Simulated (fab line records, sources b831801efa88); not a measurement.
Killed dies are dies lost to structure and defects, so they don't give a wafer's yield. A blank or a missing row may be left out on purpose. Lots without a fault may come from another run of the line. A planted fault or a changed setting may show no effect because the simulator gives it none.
fab line records | flow sky130
record lots=12 wafers=36 last_day=50
route steps=708 shown VIA3@593 CAP2M@605 METAL4@631 PAD_OPEN@708
lots that met no fault: from a run of the same line without faults
start_h: hours from the record's first day to the start of the lot's first wafer shown | wait_h: hours since the lot's step before | " the same as in the row above | L1.1+2: a row that stands for several wafers | - no value, or no start given | * or withheld: withheld | < > ~ a bound
route shown NAME@n: a module of which the file shows steps, and the number in the route of the first | usual: mean/standard deviation of fault-free wafers | same: alike in all rows | chamber/n: place in a boat | sites: the reading at each site | _std_site: their standard deviation | _edge_site: outer sites' mean less inner sites' | radius_mm: how far each site lies from the wafer's centre | mask NAME#n: copy n | behind: the tool/chamber that last shaped the wafer | hold: why the lot was held/for how many hours/how that ended | device: the transistor (n, p or np) that didn't switch | end of line: the same wafers' tests at the end of the route | a step without rows: its recipe alone | killed: dies lost to structure and defects at the first sort, not the wafer's yield | map: a wafer's dies, x killed, . not, _ none there
set.NAME: the setting as run; set.NAME@STEP: as run at that earlier step | model.NAME: the simulator's own value behind a step, which no gauge read
steps of the route over a sample of lots; a table a step, a row a wafer
services: from which hour (start_h, from the record's first day; less than 0 if before it) a tool's chamber was out of use, for how many hours, and why
## steps
# step SKY_VIA3_SPUTTER_20
# recipe material=TiN target_thk_nm=20 chamber_pressure_pa=5 power_w=4000 time_s=80
# usual throttle_valve_pct=30.3/0.86
# columns lot.wafer tool chamber start_h wait_h throttle_valve_pct
L991.2 pvd_sputter-03 - 931.29 0.0 31.9
L991.4 " - " " 29.7
L991.5 " - " " 29.7
L992.1 pvd_sputter-01 - 933.34 0.0 31.4
L992.3 " - " " 29.4
L992.5 " - " " 29.3
L993.2 pvd_sputter-03 - 943.69 0.0 29.8
L993.4 " - " " 31.7
L993.5 " - " " 30.7
L995.1 pvd_sputter-03 - 970.72 0.0 30.6
L995.5 " - " " 32.1
L995.6 " - " " 29.7
L102.2 pvd_sputter-01 - 1013.89 0.0 31.2
L102.3 " - " " 29.4
L102.4 " - " " 29.8
L103.2 pvd_sputter-01 - 1027.95 0.0 29.7
L103.5 " - " " 29.3
L103.6 " - " " 29.7
L104.2 pvd_sputter-01 - 1043.70 0.0 29.7
L104.5 " - " " 31.5
L104.6 " - " " 29.6
L106.1 pvd_sputter-02 - 1049.15 0.0 30.5
L106.4 " - " " 29.8
L106.5 " - " " 29.9
L107.2 pvd_sputter-03 - 1050.39 0.0 31.7
L107.3 " - " " 30.0
L107.5 " - " " 29.9
L108.1 pvd_sputter-02 - 1050.80 0.0 30.4
L108.3 " - " " 29.7
L108.5 " - " " 29.6
L111.2 pvd_sputter-03 - 1060.36 0.0 29.4
L111.4 " - " " 31.7
L111.5 " - " " 32.0
L113.3 pvd_sputter-03 - 1082.02 0.0 31.9
L113.5 " - " " 30.7
L113.6 " - " " 29.4
# step SKY_VIA3_RS_MEAS_22
# recipe thk_meas_gauge=four-point-probe reads=W_of_VIA3_CVD_21+TiN_of_VIA3_SPUTTER_20
# usual VIA3_W_RS=0.2923/0.0029
# columns lot.wafer tool chamber start_h wait_h VIA3_W_RS[ohm/sq]
L991.2 film_metro-03 - 931.49 0.1 0.2900
L991.4 " - " " 0.2946
L991.5 " - " " 0.2914
L992.1 film_metro-03 - 933.52 0.1 0.2903
L992.3 " - " " 0.2927
L992.5 " - " " 0.2892
L993.2 film_metro-03 - 943.89 0.1 0.2858
L993.4 " - " " 0.2906
L993.5 " - " " 0.2907
L995.1 film_metro-04 - 970.90 0.1 0.2973
L995.5 " - " " 0.2944
L995.6 " - " " 0.2927
L102.2 film_metro-03 - 1014.09 0.1 0.2901
L102.3 " - " " 0.2899
L102.4 " - " " 0.2874
L103.2 film_metro-01 - 1028.15 0.1 0.2906
L103.5 " - " " 0.2901
L103.6 " - " " 0.2911
L104.2 film_metro-04 - 1043.91 0.1 0.2925
L104.5 " - " " 0.2906
L104.6 " - " " 0.2909
L106.1 film_metro-04 - 1049.34 0.1 0.2912
L106.4 " - " " 0.2893
L106.5 " - " " 0.2884
L107.2 film_metro-03 - 1050.59 0.1 0.2938
L107.3 " - " " 0.2961
L107.5 " - " " 0.2941
L108.1 film_metro-03 - 1050.99 0.1 0.2893
L108.3 " - " " 0.2952
L108.5 " - " " 0.2925
L111.2 film_metro-03 - 1060.57 0.1 0.2930
L111.4 " - " " 0.2936
L111.5 " - " " 0.2938
L113.3 film_metro-04 - 1082.24 0.1 0.2917
L113.5 " - " " 0.3017
L113.6 " - " " 0.2894
# step SKY_CAP2M_SPUTTER_02
# recipe material=TiN target_thk_nm=200 temp_c=300 power_w=6500 time_s=166.7 chamber_pressure_pa=0.4
# usual throttle_valve_pct=29.9/0.97
# columns lot.wafer tool chamber start_h wait_h throttle_valve_pct
L991.2 pvd_sputter-04 - 932.32 0.0 28.4
L991.4 " - " " 30.4
L991.5 " - " " 28.8
L992.1 pvd_sputter-01 - 934.24 0.1 31.7
L992.3 " - " " 29.7
L992.5 " - " " 29.5
L993.2 pvd_sputter-01 - 944.59 0.0 29.5
L993.4 " - " " 29.6
L993.5 " - " " 29.8
L995.1 pvd_sputter-01 - 971.62 0.1 29.4
L995.5 " - " " 29.7
L995.6 " - " " 29.3
L102.2 pvd_sputter-03 - 1014.79 0.0 29.7
L102.3 " - " " 30.4
L102.4 " - " " 32.0
L103.2 pvd_sputter-04 - 1028.85 0.0 28.8
L103.5 " - " " 28.5
L103.6 " - " " 28.6
L104.2 pvd_sputter-01 - 1044.60 0.0 29.5
L104.5 " - " " 29.1
L104.6 " - " " 29.5
L106.1 pvd_sputter-01 - 1050.29 0.1 29.9
L106.4 " - " " 31.4
L106.5 " - " " 29.1
L107.2 pvd_sputter-01 - 1051.40 0.0 29.3
L107.3 " - " " 29.5
L107.5 " - " " 29.8
L108.1 pvd_sputter-03 - 1052.00 0.1 29.8
L108.3 " - " " 32.4
L108.5 " - " " 30.7
L111.2 pvd_sputter-04 - 1061.26 0.0 30.4
L111.4 " - " " 30.2
L111.5 " - " " 28.4
L113.3 pvd_sputter-03 - 1082.92 0.0 29.5
L113.5 " - " " 29.6
L113.6 " - " " 32.0
# step SKY_METAL4_DESCUM_15
# recipe chemistry=O2 source_power_w=150 bias_power_w=0 pressure_mtorr=10 temp_c=40 time_s=8
# usual chamber_pressure_mTorr=9.999/0.009 drypump_motor_current_A=6.0/0.34 oes_product_au=0.998/0.009
# columns lot.wafer tool chamber start_h wait_h chamber_pressure_mTorr drypump_motor_current_A oes_product_au rf_hours_counter_h
L991.2 rie_metal-02 0 980.96 0.0 9.999 6.4 1.005 14
L991.4 " 0 " " 10.011 6.3 0.987 -
L991.5 " 0 " " 10.003 6.3 0.994 -
L992.1 rie_metal-04 1 983.21 0.0 9.995 6.1 0.998 17
L992.3 " 1 " " 9.992 6.1 0.998 -
L992.5 " 1 " " 9.998 6.1 1.005 -
L993.2 rie_metal-04 0 992.16 0.0 10.012 6.1 1.000 4
L993.4 " 1 " " 9.984 6.1 0.997 -
L993.5 " 1 " " 9.994 6.1 0.988 -
L995.1 rie_metal-04 1 1017.59 0.0 10.004 6.1 1.008 19
L995.5 " 0 " " 9.982 6.1 1.003 -
L995.6 " 1 " " 10.002 6.1 1.005 -
L102.2 rie_metal-01 0 1059.86 0.0 9.998 5.6 1.015 22
L102.3 " 0 " " 9.985 5.6 1.016 -
L102.4 " 1 " " 9.999 6.0 0.988 -
L103.2 rie_metal-04 0 1072.29 0.0 9.986 6.1 0.983 9
L103.5 " 0 " " 9.995 6.1 0.998 -
L103.6 " 1 " " 9.999 6.1 0.992 -
L104.2 rie_metal-01 1 1087.44 0.0 10.005 6.0 0.993 13
L104.5 " 0 " " 9.989 5.6 1.004 -
L104.6 " 1 " " 10.002 6.0 0.987 -
L106.1 rie_metal-02 0 1092.94 0.0 9.982 6.4 0.987 21
L106.4 " 0 " " 9.980 6.4 0.995 -
L106.5 " 0 " " 10.024 6.4 0.994 -
L107.2 rie_metal-01 0 1094.49 0.0 9.980 5.6 1.001 24
L107.3 " 0 " " 10.001 5.6 1.008 -
L107.5 " 0 " " 10.001 5.6 1.009 -
L108.1 rie_metal-02 0 1095.04 0.0 10.000 6.4 0.991 21
L108.3 " 0 " " 10.008 6.3 1.003 -
L108.5 " 0 " " 10.002 6.4 0.999 -
L111.2 rie_metal-04 1 1103.99 0.0 9.993 6.1 0.995 25
L111.4 " 0 " " 10.020 6.1 0.988 -
L111.5 " 0 " " 9.997 6.1 1.004 -
L113.3 rie_metal-01 1 1123.66 0.0 9.990 6.0 0.983 -
L113.5 " 1 " " 9.991 6.0 0.995 -
L113.6 " 1 " " 9.972 6.0 1.002 -
# step SKY_PAD_OPEN_PROBE_99
# usual defect_limited_yield=82.5/1.8 killed_at_M0_to_M3=43/6.5 killed_at_M4_up=3.1/1.8 killed_at_contacts=24/4.8 killed_at_front_end=15/4.7 killed_at_other=0.3/0.58 killed_dies=86/8.6 killed_on_rim=17/4.1 killed_open=47/6.7 killed_short=39/6.1 sort_bin_3_pad_short=0.8/0.38 sort_bin_5_function=10.4/1.3 sort_bin_6_memory=6.2/1.1 sort_n_pass=406/8.6 sort_yield_pct=82.5/1.8
# same gross_dies=492 killed_at_back_side=0 sort_bin_4_leakage[%]=0 sort_bin_8_speed[%]=0
# columns lot.wafer tool chamber start_h wait_h defect_limited_yield[%] killed_at_M0_to_M3 killed_at_M4_up killed_at_contacts killed_at_front_end killed_at_other killed_dies killed_on_rim killed_open killed_short sort_bin_3_pad_short[%] sort_bin_5_function[%] sort_bin_6_memory[%] sort_n_pass sort_yield_pct[%]
L991.2 prober-01 - 1075.75 0.1 82.3 41 4 26 15 1 87 16 49 38 1.0 8.7 7.9 405 82.3
L991.4 prober-01 - 1075.85 0.2 85.4 31 4 23 14 0 72 14 34 38 1.0 8.3 5.3 420 85.4
L991.5 prober-01 - 1075.90 0.2 79.1 48 2 34 17 2 103 20 58 45 1.2 11.4 8.3 389 79.1
L992.1 prober-01 - 1078.40 0.1 83.3 40 3 24 15 0 82 11 56 26 0 11.0 5.7 410 83.3
L992.3 prober-01 - 1078.50 0.2 81.1 47 4 18 24 0 93 13 59 34 0.4 11.8 6.7 399 81.1
L992.5 prober-01 - 1078.60 0.2 85.8 38 2 20 9 1 70 12 36 34 0.4 9.6 4.3 422 85.8
L993.2 prober-02 - 1085.94 0.1 79.7 48 4 27 21 0 100 25 62 38 0.8 11.8 7.7 392 79.7
L993.4 prober-02 - 1086.04 0.2 80.1 46 5 31 16 0 98 22 55 43 1.2 12.6 6.1 394 80.1
L993.5 prober-02 - 1086.09 0.2 79.7 46 1 29 24 0 100 24 59 41 0.8 13.4 6.1 392 79.7
L995.1 prober-02 - 1107.06 0.1 73.0 41 2 28 13 49 133 20 44 41 2.2 17.1 7.7 359 73.0
L995.5 prober-02 - 1107.26 0.2 70.3 46 6 32 12 50 146 20 52 44 2.4 19.1 8.1 346 70.3
L995.6 prober-02 - 1107.31 0.2 83.7 40 2 25 13 0 80 12 50 30 0.6 9.8 5.9 412 83.7
L102.2 prober-01 - 1145.46 0.1 80.9 56 2 17 19 0 94 24 50 44 0.4 11.8 6.9 398 80.9
L102.3 prober-01 - 1145.51 0.2 80.7 52 2 24 17 0 95 16 43 52 0.8 11.0 7.5 397 80.7
L102.4 prober-01 - 1145.56 0.2 79.3 53 1 23 24 1 102 19 55 47 1.4 11.4 7.9 390 79.3
L103.2 prober-02 - 1157.12 0.1 80.9 52 2 28 12 0 94 15 52 42 1.0 12.0 6.1 398 80.9
L103.5 prober-02 - 1157.27 0.2 80.9 44 7 23 20 0 94 17 42 52 0.8 10.4 7.9 398 80.9
L103.6 prober-02 - 1157.32 0.2 83.1 35 3 26 19 0 83 17 48 35 1.4 10.0 5.5 409 83.1
L104.2 prober-01 - 1168.75 0.1 83.7 48 3 19 10 0 80 15 47 33 1.0 9.6 5.7 412 83.7
L104.5 prober-01 - 1168.90 0.2 80.1 61 2 26 9 0 98 26 53 45 1.6 13.4 4.9 394 80.1
L104.6 prober-01 - 1168.95 0.2 82.3 49 6 18 14 0 87 22 47 40 0.8 11.0 5.9 405 82.3
L106.1 prober-02 - 1173.87 0.1 83.7 42 2 18 17 1 80 20 48 32 1.0 10.4 4.9 412 83.7
L106.4 prober-02 - 1174.02 0.2 80.5 43 4 31 17 1 96 20 63 33 0.6 12.6 6.3 396 80.5
L106.5 prober-02 - 1174.07 0.2 86.2 29 4 21 14 0 68 9 28 40 1.2 6.9 5.7 424 86.2
L107.2 prober-01 - 1176.09 0.1 81.1 53 0 23 17 0 93 22 51 42 0.6 12.0 6.3 399 81.1
L107.3 prober-01 - 1176.14 0.2 84.3 49 2 13 11 2 77 14 44 33 1.0 8.9 5.7 415 84.3
L107.5 prober-01 - 1176.24 0.2 84.8 36 5 21 12 1 75 18 37 38 0.4 9.6 5.3 417 84.8
L108.1 prober-02 - 1177.00 0.1 82.9 30 3 30 21 0 84 15 47 37 1.4 9.8 5.9 408 82.9
L108.3 prober-02 - 1177.10 0.2 82.9 39 2 30 13 0 84 16 53 31 1.4 9.3 6.3 408 82.9
L108.5 prober-02 - 1177.20 0.2 85.2 34 3 16 20 0 73 11 48 25 0.8 8.7 5.3 419 85.2
L111.2 prober-01 - 1185.02 0.1 82.3 55 2 24 6 0 87 21 52 35 0.8 11.4 5.5 405 82.3
L111.4 prober-01 - 1185.12 0.2 84.3 44 2 17 14 0 77 16 43 34 0.8 9.8 5.1 415 84.3
L111.5 prober-01 - 1185.17 0.2 84.1 40 6 15 17 0 78 19 47 31 0.4 10.2 5.3 414 84.1
L113.3 prober-01 - 1200.29 0.2 85.0 38 4 19 13 0 74 13 45 29 0.6 8.1 6.3 418 85.0
L113.5 prober-01 - 1200.39 0.2 84.1 39 4 23 12 0 78 17 49 29 0.4 8.9 6.5 414 84.1
L113.6 prober-01 - 1200.44 0.2 83.5 46 3 19 13 0 81 19 41 40 0.8 11.0 4.7 411 83.5
# killed by level:class
L991.2 CONTACT:geometric_particle:open=8 VIA1:geometric_particle:open=8 LI_CONTACT:geometric_particle:open=7 POLY_GATE:geometric_particle:open=5 LOCAL_INTERCONNECT:geometric_particle:short=5 VIA2:geometric_particle:open=4 POLY_GATE:geometric_particle:short=4 METAL2:geometric_particle:short=4
L991.4 VIA1:geometric_particle:open=10 METAL2:geometric_particle:short=7 LI_CONTACT:geometric_particle:open=7 LOCAL_INTERCONNECT:geometric_particle:short=5 CONTACT:geometric_particle:open=5 POLY_GATE:geometric_particle:short=4 CONTACT:geometric_particle:short=4 FIELD_ISO:geometric_particle:open=3
L991.5 VIA3:geometric_particle:open=15 VIA1:geometric_particle:open=11 LOCAL_INTERCONNECT:geometric_particle:short=9 LI_CONTACT:geometric_particle:open=8 CONTACT:geometric_particle:open=7 FIELD_ISO:geometric_particle:short=6 LI_CONTACT:geometric_particle:short=6 FIELD_ISO:geometric_particle:open=5
L992.1 VIA1:geometric_particle:open=10 LI_CONTACT:geometric_particle:open=9 VIA2:geometric_particle:open=9 CONTACT:geometric_particle:open=7 POLY_GATE:geometric_particle:open=6 VIA3:geometric_particle:open=6 FIELD_ISO:geometric_particle:open=3 METAL1:geometric_particle:short=3
L992.3 VIA1:geometric_particle:open=13 VIA3:geometric_particle:open=12 POLY_GATE:geometric_particle:open=8 FIELD_ISO:geometric_particle:open=7 LI_CONTACT:geometric_particle:open=7 METAL1:geometric_particle:short=6 POLY_GATE:geometric_particle:short=5 CONTACT:geometric_particle:open=5
L992.5 VIA1:geometric_particle:open=8 VIA1:geometric_particle:short=7 CONTACT:geometric_particle:open=6 METAL2:geometric_particle:short=5 VIA3:geometric_particle:open=5 POLY_GATE:geometric_particle:short=4 LI_CONTACT:geometric_particle:open=4 CONTACT:geometric_particle:short=4
L993.2 VIA1:geometric_particle:open=15 LI_CONTACT:geometric_particle:open=10 POLY_GATE:geometric_particle:open=8 VIA3:geometric_particle:open=7 CONTACT:geometric_particle:open=6 VIA2:geometric_particle:open=6 FIELD_ISO:geometric_particle:short=5 LOCAL_INTERCONNECT:geometric_particle:short=5
L993.4 CONTACT:geometric_particle:open=13 VIA3:geometric_particle:open=10 LI_CONTACT:geometric_particle:open=9 CONTACT:geometric_particle:short=7 POLY_GATE:geometric_particle:open=6 VIA1:geometric_particle:open=6 VIA2:geometric_particle:short=6 VIA1:geometric_particle:short=5
L993.5 CONTACT:geometric_particle:open=15 VIA1:geometric_particle:open=11 LI_CONTACT:geometric_particle:open=9 VIA1:geometric_particle:short=9 VIA3:geometric_particle:open=8 FIELD_ISO:geometric_particle:short=7 FIELD_ISO:geometric_particle:open=7 METAL2:geometric_particle:short=5
L995.1 CAP2M:unspecified=48 LI_CONTACT:geometric_particle:open=8 CONTACT:geometric_particle:open=8 VIA2:geometric_particle:open=8 CONTACT:geometric_particle:short=7 METAL2:geometric_particle:short=6 VIA1:geometric_particle:open=5 FIELD_ISO:geometric_particle:short=4
L995.5 CAP2M:unspecified=50 LI_CONTACT:geometric_particle:open=14 CONTACT:geometric_particle:open=9 VIA3:geometric_particle:open=8 VIA1:geometric_particle:open=6 VIA2:geometric_particle:open=6 METAL1:geometric_particle:short=5 CONTACT:geometric_particle:short=4
L995.6 CONTACT:geometric_particle:open=10 VIA1:geometric_particle:open=10 LI_CONTACT:geometric_particle:open=8 VIA2:geometric_particle:open=8 METAL1:geometric_particle:short=7 FIELD_ISO:geometric_particle:open=6 METAL2:geometric_particle:short=5 POLY_GATE:geometric_particle:short=3
L102.2 VIA1:geometric_particle:open=18 VIA3:geometric_particle:open=12 FIELD_ISO:geometric_particle:short=8 METAL2:geometric_particle:short=6 VIA3:geometric_particle:short=6 LOCAL_INTERCONNECT:geometric_particle:short=5 FIELD_ISO:geometric_particle:open=4 POLY_GATE:geometric_particle:short=4
L102.3 VIA1:geometric_particle:short=9 CONTACT:geometric_particle:open=9 VIA3:geometric_particle:open=9 VIA1:geometric_particle:open=9 FIELD_ISO:geometric_particle:short=8 VIA2:geometric_particle:open=6 LI_CONTACT:geometric_particle:short=5 METAL1:geometric_particle:short=5
L102.4 VIA1:geometric_particle:open=20 FIELD_ISO:geometric_particle:short=13 LI_CONTACT:geometric_particle:open=9 VIA2:geometric_particle:open=8 VIA3:geometric_particle:open=6 LOCAL_INTERCONNECT:geometric_particle:short=5 VIA1:geometric_particle:short=5 FIELD_ISO:geometric_particle:open=4
L103.2 CONTACT:geometric_particle:open=12 VIA1:geometric_particle:short=11 VIA1:geometric_particle:open=8 VIA2:geometric_particle:open=7 METAL1:geometric_particle:short=7 LI_CONTACT:geometric_particle:open=6 METAL3:geometric_particle:short=6 LOCAL_INTERCONNECT:geometric_particle:short=5
L103.5 CONTACT:geometric_particle:open=9 VIA1:geometric_particle:open=8 FIELD_ISO:geometric_particle:short=7 METAL2:geometric_particle:short=7 LOCAL_INTERCONNECT:geometric_particle:short=6 METAL4:geometric_particle:short=6 VIA3:geometric_particle:open=6 POLY_GATE:geometric_particle:short=5
L103.6 CONTACT:geometric_particle:open=12 VIA3:geometric_particle:open=9 FIELD_ISO:geometric_particle:open=8 METAL2:geometric_particle:short=7 LI_CONTACT:geometric_particle:open=6 VIA1:geometric_particle:open=6 FIELD_ISO:geometric_particle:short=5 METAL1:geometric_particle:short=4
L104.2 VIA1:geometric_particle:open=17 VIA2:geometric_particle:open=8 VIA1:geometric_particle:short=6 LI_CONTACT:geometric_particle:open=5 CONTACT:geometric_particle:short=5 VIA3:geometric_particle:open=5 CONTACT:geometric_particle:open=4 FIELD_ISO:geometric_particle:short=3
L104.5 VIA1:geometric_particle:open=17 CONTACT:geometric_particle:open=9 VIA2:geometric_particle:open=8 CONTACT:geometric_particle:short=6 VIA3:geometric_particle:open=6 LOCAL_INTERCONNECT:geometric_particle:short=5 METAL1:geometric_particle:short=5 METAL2:geometric_particle:short=5
L104.6 VIA1:geometric_particle:open=11 VIA1:geometric_particle:short=6 LI_CONTACT:geometric_particle:open=6 METAL1:geometric_particle:short=6 METAL2:geometric_particle:short=5 CONTACT:geometric_particle:open=4 POLY_GATE:geometric_particle:open=4 POLY_GATE:geometric_particle:short=4
L106.1 CONTACT:geometric_particle:open=8 VIA1:geometric_particle:open=8 VIA3:geometric_particle:open=8 FIELD_ISO:geometric_particle:short=6 FIELD_ISO:geometric_particle:open=6 LI_CONTACT:geometric_particle:open=6 METAL2:geometric_particle:short=6 METAL1:geometric_particle:short=4
L106.4 CONTACT:geometric_particle:open=14 VIA1:geometric_particle:open=11 LI_CONTACT:geometric_particle:open=8 VIA3:geometric_particle:open=6 VIA2:geometric_particle:open=6 POLY_GATE:geometric_particle:open=5 CONTACT:geometric_particle:short=4 METAL1:geometric_particle:short=4
L106.5 FIELD_ISO:geometric_particle:short=7 METAL2:geometric_particle:short=7 LI_CONTACT:geometric_particle:open=6 VIA1:geometric_particle:open=6 LI_CONTACT:geometric_particle:short=5 METAL4:geometric_particle:short=4 CONTACT:geometric_particle:open=4 VIA1:geometric_particle:short=4
L107.2 VIA1:geometric_particle:open=13 LI_CONTACT:geometric_particle:open=8 METAL2:geometric_particle:short=6 VIA1:geometric_particle:short=6 METAL1:geometric_particle:short=6 METAL1:geometric_particle:open=5 VIA3:geometric_particle:open=5 FIELD_ISO:geometric_particle:open=4
L107.3 VIA1:geometric_particle:open=10 METAL1:geometric_particle:short=9 VIA2:geometric_particle:open=9 CONTACT:geometric_particle:open=8 POLY_GATE:geometric_particle:open=5 VIA2:geometric_particle:short=5 VIA3:geometric_particle:open=5 POLY_GATE:geometric_particle:short=4
L107.5 VIA1:geometric_particle:open=7 CONTACT:geometric_particle:open=6 VIA3:geometric_particle:open=6 VIA1:geometric_particle:short=5 POLY_GATE:geometric_particle:short=4 METAL4:geometric_particle:short=4 LI_CONTACT:geometric_particle:open=4 CONTACT:geometric_particle:short=4
L108.1 POLY_GATE:geometric_particle:open=11 LI_CONTACT:geometric_particle:open=9 VIA1:geometric_particle:open=9 LI_CONTACT:geometric_particle:short=8 CONTACT:geometric_particle:open=7 METAL1:geometric_particle:short=6 CONTACT:geometric_particle:short=4 VIA3:geometric_particle:open=4
L108.3 VIA1:geometric_particle:open=13 LI_CONTACT:geometric_particle:open=11 CONTACT:geometric_particle:open=10 POLY_GATE:geometric_particle:open=6 VIA2:geometric_particle:short=5 METAL2:geometric_particle:short=5 VIA1:geometric_particle:short=4 CONTACT:geometric_particle:short=4
L108.5 VIA1:geometric_particle:open=10 POLY_GATE:geometric_particle:open=8 LI_CONTACT:geometric_particle:open=7 VIA1:geometric_particle:short=7 FIELD_ISO:geometric_particle:short=6 CONTACT:geometric_particle:open=5 VIA3:geometric_particle:open=5 VIA2:geometric_particle:open=5
L111.2 VIA1:geometric_particle:open=20 LI_CONTACT:geometric_particle:open=9 CONTACT:geometric_particle:open=8 VIA1:geometric_particle:short=7 VIA3:geometric_particle:open=7 METAL3:geometric_particle:short=5 LI_CONTACT:geometric_particle:short=4 METAL2:geometric_particle:short=4
L111.4 VIA1:geometric_particle:open=11 METAL2:geometric_particle:short=7 CONTACT:geometric_particle:open=6 VIA3:geometric_particle:open=6 VIA2:geometric_particle:open=6 POLY_GATE:geometric_particle:short=5 POLY_GATE:geometric_particle:open=3 LI_CONTACT:geometric_particle:open=3
L111.5 VIA1:geometric_particle:open=10 VIA3:geometric_particle:open=8 VIA2:geometric_particle:open=7 FIELD_ISO:geometric_particle:open=6 LI_CONTACT:geometric_particle:open=6 FIELD_ISO:geometric_particle:short=4 VIA2:geometric_particle:short=4 METAL4:geometric_particle:short=4
L113.3 VIA1:geometric_particle:open=9 CONTACT:geometric_particle:short=6 CONTACT:geometric_particle:open=5 VIA2:geometric_particle:open=5 POLY_GATE:geometric_particle:open=4 METAL1:geometric_particle:short=4 VIA3:geometric_particle:open=4 VIA2:geometric_particle:short=3
L113.5 VIA1:geometric_particle:open=12 CONTACT:geometric_particle:open=10 METAL2:geometric_particle:short=8 FIELD_ISO:geometric_particle:open=5 LI_CONTACT:geometric_particle:open=5 VIA1:geometric_particle:short=5 VIA3:geometric_particle:open=5 VIA2:geometric_particle:short=4
L113.6 VIA1:geometric_particle:open=12 VIA2:geometric_particle:short=6 VIA1:geometric_particle:short=6 LI_CONTACT:geometric_particle:open=6 LOCAL_INTERCONNECT:geometric_particle:short=5 METAL2:geometric_particle:short=5 VIA3:geometric_particle:open=5 POLY_GATE:geometric_particle:short=4
## services
# columns tool chamber start_h hours kind
pvd_sputter-02 - 910.62 4.6 repair
pvd_sputter-02 - 929.41 2.2 repair
pvd_sputter-01 1 939.06 - consumable_replace:kit
pvd_sputter-01 1 939.06 18.0 scheduled_down
pvd_sputter-01 1 939.06 18.0 vent_cycle
pvd_sputter-03 3 966.60 - consumable_replace:kit
pvd_sputter-03 3 966.60 18.0 scheduled_down
pvd_sputter-03 3 966.60 18.0 vent_cycle
pvd_sputter-03 - 975.62 0.7 repair
rie_metal-04 - 988.89 2.8 pm
rie_metal-01 - 989.50 1.4 pm
pvd_sputter-04 - 1010.58 3.0 repair
rie_metal-02 - 1052.29 4.3 pm
pvd_sputter-02 - 1068.27 6.0 repair
rie_metal-02 0 1072.14 4.6 repair
pvd_sputter-03 2 1096.96 - consumable_replace:kit
pvd_sputter-03 2 1096.96 18.0 scheduled_down
pvd_sputter-03 2 1096.96 18.0 vent_cycle
pvd_sputter-01 0 1101.86 - consumable_replace:kit
pvd_sputter-01 0 1101.86 18.0 scheduled_down
pvd_sputter-01 0 1101.86 18.0 vent_cycle
rie_metal-04 - 1105.95 0.7 repair
rie_metal-01 0 1119.43 25.7 repair
pvd_sputter-02 - 1121.42 1.1 repair
## key
first_sign step=SKY_PAD_OPEN_PROBE_99 reading=killed_at_other direction=up sigmas=49 usual=0.3 struck=49.5
effect step=SKY_PAD_OPEN_PROBE_99 reading=sort_n_pass direction=down sigmas=6.2 usual=406 struck=352
met_at SKY_CAP2M_SPUTTER_02
struck_lots L995
struck_wafers L995.1,L995.5
not_acting_at SKY_VIA3_SPUTTER_20,SKY_VIA3_RS_MEAS_22,SKY_METAL4_DESCUM_15
onset_between 944.59 971.62
fault kind=chamber_particle_source tool=pvd_sputter-01 chamber=- onset_h=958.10 steps=SKY_CAP2M_SPUTTER_02 rate_per_visit_cm2=0.64983 end_h=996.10 scope=struck_wafers_only
